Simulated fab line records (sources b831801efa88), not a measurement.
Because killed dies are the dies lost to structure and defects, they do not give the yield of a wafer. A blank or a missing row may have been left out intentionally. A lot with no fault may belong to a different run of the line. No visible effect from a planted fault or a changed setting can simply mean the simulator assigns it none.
fab line records    flow gf180mcu
record: lots: 7  wafers: 21  last-day: 33
route steps=602 shown PASSIVATION@587
lots that met no fault: from a run of the same line without faults
start-h: start of the lot's first displayed wafer, in hours after the record's first day    wait-h: hours since the lot's step before    " identical to the entry in the row above    L1.1+2: a single row standing in for several wafers    - either no value or no given start    * or withheld: withheld    < > ~ a bound
route shown NAME@n: names a module that has steps shown in the file, with the first one's number in the route    usual: mean and standard deviation over wafers with no fault    same: alike in all rows    chamber/n: place in a boat    sites: per-site readings    _std_site: the standard deviation of these    _edge_site: outer sites' mean less inner sites'    radius-mm: how far each site lies from the wafer's centre    mask NAME#n: copy n    behind: the last tool/chamber to shape the wafer    hold: what put the lot on hold/how long, in hours/how the hold closed    device: whichever transistor did not switch (one of n, p or np)    end of line: the route-end tests of the same wafers    where a step has no rows: the recipe by itself    killed: the dies lost at the first sort to structure and to defects; this is not the yield of the wafer    map: per-die view of a wafer (x killed, . not killed, _ where there is no die)
set.NAME: setting as actually run; set.NAME@STEP: the setting as run at that earlier step    model.NAME: the simulator's own value behind a step, which no gauge read
lots at some steps of the route; a table a step, a row a wafer
services: the hour from which a tool's chamber was out of use, counted from the record's first day as start-h (under 0 if before that day), plus the number of hours and why
== steps ==
step: GF_PASSIVATION_CVD_00
recipe: material: SiO2  target-thk-nm: 1000  precursor: TEOS  temp-c: 400  time-s: 113.6  rf-w: 600
usual: heater-power-w: 658/100
lot.wafer  tool      chamber  start-h  wait-h  heater-power-w
L224.3     pecvd-01  1        654.05   0.0     547
L224.4     "         0        "        "       682
L224.6     "         0        "        "       705
L227.2     pecvd-04  1        682.31   0.0     536
L227.4     "         1        "        "       631
L227.5     "         0        "        "       635
L228.1     pecvd-04  1        690.76   0.0     672
L228.3     "         2        "        "       540
L228.6     "         0        "        "       651
L229.2     pecvd-03  1        697.49   0.0     783
L229.3     "         2        "        "       676
L229.4     "         0        "        "       780
L237.2     pecvd-04  2        750.36   0.0     646
L237.3     "         2        "        "       671
L237.5     "         0        "        "       604
L240.2     pecvd-04  1        767.63   0.0     661
L240.3     "         0        "        "       598
L240.5     "         2        "        "       631
L242.1     pecvd-03  0        779.94   0.0     732
L242.2     "         2        "        "       576
L242.6     "         2        "        "       640
step: GF_PASSIVATION_THK_MEAS_01
recipe: reads: SiO2_of_PASSIVATION_CVD_00
usual: PASSIVATION_CVD_00_THK: 1020/14
lot.wafer  tool           chamber  start-h  wait-h  PASSIVATION_CVD_00_THK[nm]
L224.3     film-metro-02  -        654.15   0.1     1012
L224.4     "              -        "        "       1012
L224.6     "              -        "        "       1016
L227.2     film-metro-02  -        682.39   0.0     1014
L227.4     "              -        "        "       1032
L227.5     "              -        "        "       1026
L228.1     film-metro-03  -        690.84   0.0     1015
L228.3     "              -        "        "       1014
L228.6     "              -        "        "       1030
L229.2     film-metro-04  -        697.58   0.0     1039
L229.3     "              -        "        "       1027
L229.4     "              -        "        "       1050
L237.2     film-metro-02  -        750.49   0.1     1004
L237.3     "              -        "        "       1025
L237.5     "              -        "        "       1032
L240.2     film-metro-03  -        767.72   0.0     1002
L240.3     "              -        "        "       998
L240.5     "              -        "        "       1020
L242.1     film-metro-04  -        780.02   0.0     1002
L242.2     "              -        "        "       1013
L242.6     "              -        "        "       1025
step: GF_PASSIVATION_CVD_02
recipe: material: Si3N4  target-thk-nm: 700  time-s: 486.18  temp-c: 400  rf-w: 450
usual: heater-power-w: 724/110
lot.wafer  tool      chamber  start-h  wait-h  heater-power-w
L224.3     pecvd-04  2        654.19   0.0     729
L224.4     "         1        "        "       702
L224.6     "         0        "        "       660
L227.2     pecvd-03  2        682.44   0.0     731
L227.4     "         0        "        "       909
L227.5     "         2        "        "       723
L228.1     pecvd-01  1        690.90   0.1     635
L228.3     "         1        "        "       566
L228.6     "         1        "        "       656
L229.2     pecvd-04  0        697.63   0.0     658
L229.3     "         1        "        "       598
L229.4     "         1        "        "       648
L237.2     pecvd-03  2        750.54   0.0     642
L237.3     "         1        "        "       885
L237.5     "         0        "        "       898
L240.2     pecvd-03  2        767.77   0.0     643
L240.3     "         1        "        "       916
L240.5     "         1        "        "       743
L242.1     pecvd-01  1        780.08   0.1     614
L242.2     "         0        "        "       703
L242.6     "         1        "        "       625
step: GF_PASSIVATION_THK_MEAS_03
recipe: reads: Si3N4_of_PASSIVATION_CVD_02
usual: PASSIVATION_CVD_02_THK: 702/8.6
lot.wafer  tool           chamber  start-h  wait-h  PASSIVATION_CVD_02_THK[nm]
L224.3     film-metro-04  -        654.50   0.2     703
L224.4     "              -        "        "       720
L224.6     "              -        "        "       711
L227.2     film-metro-02  -        682.74   0.2     690
L227.4     "              -        "        "       703
L227.5     "              -        "        "       702
L228.1     film-metro-04  -        691.76   0.7     696
L228.3     "              -        "        "       702
L228.6     "              -        "        "       705
L229.2     film-metro-02  -        697.93   0.2     692
L229.3     "              -        "        "       705
L229.4     "              -        "        "       714
L237.2     film-metro-04  -        750.83   0.2     701
L237.3     "              -        "        "       701
L237.5     "              -        "        "       710
L240.2     film-metro-02  -        768.06   0.2     705
L240.3     "              -        "        "       710
L240.5     "              -        "        "       721
L242.1     film-metro-02  -        780.36   0.1     690
L242.2     "              -        "        "       687
L242.6     "              -        "        "       703
step: GF_PASSIVATION_DEHYDRATE_04
recipe: temp-c: 200  time-s: 60
step: GF_PASSIVATION_HMDS_05
recipe: prime-time-s: 60  prime-temp-c: 120
step: GF_PASSIVATION_COAT_06
recipe: spin-rpm: 2000  resist-thk-nm: 4000
step: GF_PASSIVATION_SOFTBAKE_07
recipe: temp-c: 110  time-s: withheld
step: GF_PASSIVATION_EXPOSE_08
recipe: mask-id: Pad  target-cd-nm: 40000  na: 0.57  dose-mj: 310
step: GF_PASSIVATION_PEB_09
recipe: temp-c: 115  time-s: withheld
step: GF_PASSIVATION_DEVELOP_10
recipe: develop-time-s: 60  dev-temp-c: 23
step: GF_PASSIVATION_ETCH_11
recipe: chemistry: CF4/O2  target-depth-nm: 1800  stop-on: TiN  source-w: 800  bias-w: 150  pressure-mtorr: 150  cf4-flow-sccm: 80  O2_flow_sccm: 10  time-s: 400
usual: drypump-motor-current-A: 5.5/0.48  oes-product-au: 0.969/0.008  throttle-valve-pct: 5.963/0.0091
lot.wafer  tool         chamber  start-h  wait-h  drypump-motor-current-A  oes-product-au  rf-hours-counter-h  throttle-valve-pct
L224.3     rie-diel-01  0        673.64   -       5.4                      0.964           3                   5.985
L224.4     "            1        "        "       5.1                      0.976           8                   5.961
L224.6     "            1        "        "       5.1                      0.965           -                   5.968
L227.2     rie-diel-01  0        701.41   -       5.4                      0.958           4                   5.966
L227.4     "            2        "        "       5.9                      0.980           32                  5.954
L227.5     "            0        "        "       5.4                      0.980           -                   5.964
L228.1     rie-diel-01  1        710.47   -       5.2                      0.968           10                  5.941
L228.3     "            0        "        "       5.4                      0.968           5                   5.966
L228.6     "            0        "        "       5.4                      0.980           -                   5.962
L229.2     rie-diel-02  1        715.91   -       6.2                      0.972           12                  5.973
L229.3     "            3        "        "       5.2                      0.975           11                  5.958
L229.4     "            2        "        "       5.8                      0.983           19                  5.969
L237.2     rie-diel-04  3        766.91   -       5.3                      0.968           16                  5.977
L237.3     "            2        "        "       6.6                      0.969           4                   5.973
L237.5     "            1        "        "       4.7                      0.975           -                   5.975
L240.2     rie-diel-04  3        783.64   -       5.2                      0.967           17                  5.974
L240.3     "            0        "        "       5.3                      0.967           33                  5.957
L240.5     "            1        "        "       4.7                      0.978           -                   5.960
L242.1     rie-diel-01  0        795.07   -       5.4                      0.959           10                  5.946
L242.2     "            3        "        "       6.0                      0.967           24                  5.966
L242.6     "            1        "        "       5.1                      0.971           -                   5.975
step: GF_PASSIVATION_STRIP_12
recipe: chemistry: O2/N2  power-w: 1400  pressure-mtorr: 1500  platen-temp-c: 250  o2-flow-sccm: 3000  n2-flow-sccm: 300  overash-fraction: 0.5
usual: chamber-pressure-mTorr: 1500.0/1.3  drypump-motor-current-A: 5.9/0.59  heater-power-w: 342/20  oes-product-au: 0.719/0.0048  strip-time-to-endpoint-s: 34.67/0.17
lot.wafer  tool             chamber  start-h  wait-h  chamber-pressure-mTorr  drypump-motor-current-A  heater-power-w  oes-product-au  rf-hours-counter-h  strip-time-to-endpoint-s  model.coat_of_PASSIVATION_COAT_06.thk-nm
L224.3     plasma-asher-02  0        673.91   0.2     1500.6                  6.3                      378             0.722           -                   34.66                     0
L224.4     "                1        "        "       1497.1                  6.0                      313             0.725           -                   34.53                     0
L224.6     "                0        "        "       1500.3                  6.3                      366             0.722           -                   34.51                     0
L227.2     plasma-asher-02  1        701.65   0.1     -                       -                        -               -               -                   -                         2803
L227.4     "                1        "        "       -                       -                        -               -               -                   -                         2771
L227.5     "                1        "        "       -                       -                        -               -               -                   -                         2796
L228.1     plasma-asher-01  1        710.71   0.1     -                       -                        -               -               -                   -                         2775
L228.3     "                0        "        "       -                       -                        -               -               -                   -                         2793
L228.6     "                0        "        "       -                       -                        -               -               -                   -                         2798
L229.2     plasma-asher-02  0        716.15   0.1     -                       -                        -               -               -                   -                         2791
L229.3     "                0        "        "       -                       -                        -               -               -                   -                         2780
L229.4     "                1        "        "       -                       -                        -               -               -                   -                         2776
L237.2     plasma-asher-01  0        767.15   0.1     1501.2                  6.8                      321             0.720           2                   34.58                     0
L237.3     "                1        "        "       1500.1                  5.6                      358             0.720           -                   34.60                     0
L237.5     "                0        "        "       1501.6                  6.8                      311             0.718           -                   34.50                     0
L240.2     plasma-asher-01  0        783.88   0.1     1500.8                  6.8                      319             0.714           5                   34.92                     0
L240.3     "                1        "        "       1499.4                  5.6                      363             0.722           -                   34.74                     0
L240.5     "                0        "        "       1499.2                  6.8                      325             0.730           -                   34.84                     0
L242.1     plasma-asher-04  1        795.31   0.1     1499.4                  5.1                      341             0.716           73                  34.80                     0
L242.2     "                0        "        "       1498.8                  5.4                      342             0.721           73                  34.84                     0
L242.6     "                1        "        "       1500.5                  5.1                      345             0.721           -                   34.35                     0
step: GF_PASSIVATION_ANNEAL_13
recipe: temp-c: 400  time-s: 1800  ambient: N2/H2  idle-temp-c: 300  ramp-up-c-per-min: 10  ramp-down-c-per-min: 3
== services ==
tool             chamber  start-h  hours  kind
rie-diel-01      3        640.09   5.3    repair
rie-diel-01      1        643.30   2.7    repair
rie-diel-04      2        647.84   5.7    repair
rie-diel-04      3        659.16   5.9    repair
pecvd-04         -        661.39   1.1    repair
pecvd-01         0        680.89   19.3   repair
pecvd-01         -        682.93   5.5    pm
plasma-asher-01  -        697.47   1.2    repair
rie-diel-01      2        706.43   21.5   repair
rie-diel-04      2        711.63   21.0   repair
plasma-asher-04  -        720.23   0.3    repair
rie-diel-04      1        725.68   9.3    repair
plasma-asher-01  -        733.75   9.0    pm
plasma-asher-01  0        733.75   9.0    vent-cycle
plasma-asher-01  1        733.75   9.0    vent-cycle
rie-diel-02      3        735.77   2.0    repair
plasma-asher-01  0        742.75   -      clean
plasma-asher-01  1        742.75   -      clean
rie-diel-01      2        744.17   6.2    repair
pecvd-04         1        749.37   17.1   repair
rie-diel-04      0        760.55   2.7    repair
pecvd-01         1        771.10   7.3    repair
rie-diel-02      0        771.71   -      clean
pecvd-03         -        791.49   5.2    repair
== key ==
first-sign: step: GF_PASSIVATION_STRIP_12  reading: tool-record  direction: missing
effect none on later readings
model-effect: step: GF_PASSIVATION_STRIP_12  value: coat_of_PASSIVATION_COAT_06.thk-nm  without: 0  struck: 2787
met-at GF_PASSIVATION_STRIP_12
struck-wafers L227.2,L227.4,L227.5,L228.1,L228.3,L228.6,L229.2,L229.3,L229.4
later-rows-left-out L227.2,L227.4,L227.5,L228.1,L228.3,L228.6,L229.2,L229.3,L229.4
sort-left-out L227.2,L227.4,L227.5,L228.1,L228.3,L228.6,L229.2,L229.3,L229.4
onset-between 673.91 701.65
fault: kind: skipped-step-whole  tool: plasma-asher-01,plasma-asher-02  chamber: -  onset-h: 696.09  steps: GF_PASSIVATION_STRIP_12  scope: struck-lots-only
sort-left-out: the simulated sort isn't trusted on such a fault, so these wafers' sort isn't shown, and their yield isn't known
later-rows-left-out: the simulator's readings of these wafers behind a module that went badly wrong aren't trusted and aren't shown, but for the sort
